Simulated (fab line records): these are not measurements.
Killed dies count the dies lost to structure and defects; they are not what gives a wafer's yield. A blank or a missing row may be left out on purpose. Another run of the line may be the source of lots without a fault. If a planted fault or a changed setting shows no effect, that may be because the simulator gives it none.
Which tool is to blame?	flow gf180mcu	6 lots, 18 wafers sampled, at 4 steps of a route of 602

WHAT THE GAUGES READ, wafer by wafer
GF_V2_CD_MEAS_14: the cd target is 260 nm.
lot	measured	on	cdNm (nm)
L357	day 20 23:16	cdSem-01	258.8 256.9 257.4
L362	day 22 23:16	cdSem-02	260.0 259.6 260.4
L368	day 24 23:52	cdSem-01	258.0 258.3 258.9
L372	day 26 13:02	cdSem-02	258.1 258.8 258.9
L374	day 26 21:11	cdSem-01	259.9 260.3 259.0
L377	day 27 21:02	cdSem-02	261.1 261.1 260.8

WHICH TOOL RAN EACH LOT (tool, then ch and the chambers of the sampled wafers, then the start)
lot	GF_STI_STRIP_15	GF_VT_IMPLANT_EXPOSE_37	GF_CONTACT_CVD_24
L357	plasmaAsher-01 ch 0,1, day 2 11:35	ilineStepper-02 ch 0, day 7 18:50	cvdW-02 ch 0,1, day 16 17:35
L362	plasmaAsher-01 ch 0,1, day 3 13:53	ilineStepper-02 ch 0, day 9 04:13	cvdW-01 ch 0,1, day 18 16:38
L368	plasmaAsher-03 ch 0,1, day 4 20:17	ilineStepper-02 ch 0, day 10 19:59	cvdW-01 ch 0,1, day 20 22:59
L372	plasmaAsher-03 ch 0,1, day 5 17:14	ilineStepper-01 ch 0, day 11 23:38	cvdW-02 ch 0,1, day 22 17:05
L374	plasmaAsher-01 ch 0,1, day 6 04:35	ilineStepper-02 ch 0, day 12 10:43	cvdW-01 ch 0, day 23 01:37
L377	plasmaAsher-03 ch 0,1, day 6 19:02	ilineStepper-01 ch 0, day 13 06:26	cvdW-02 ch 0,1, day 24 02:32
- GF_STI_STRIP_15: strips in O2/N2.
- GF_VT_IMPLANT_EXPOSE_37: exposes mask Nwell HV AREA, target cd 860 nm.
- GF_CONTACT_CVD_24: deposits W, target thk 300 nm, time 90.339 s.

THE ANSWER, worked out from the rows above alone
Rule: the lots themselves supply what counts as usual. Put in order of their means at a reading, lots are off if they are a third of the lots or fewer, leave a main group of 4 or more, and stand apart from it by a gap of 3 or more times the standard deviation of the main group's means; of several such gaps the widest counts. The tables above print the reading to a certain number of digits; a main group whose means all agree to those digits is not used. Also off: a lot with no number at a reading for which 4 or more lots have one. Where the step has rows for the other lots, those lots are counted as sound.
Across all readings shown, no lot is off: no conclusion can be drawn from this.

WHAT HAD BEEN PUT IN BY THE SIMULATOR
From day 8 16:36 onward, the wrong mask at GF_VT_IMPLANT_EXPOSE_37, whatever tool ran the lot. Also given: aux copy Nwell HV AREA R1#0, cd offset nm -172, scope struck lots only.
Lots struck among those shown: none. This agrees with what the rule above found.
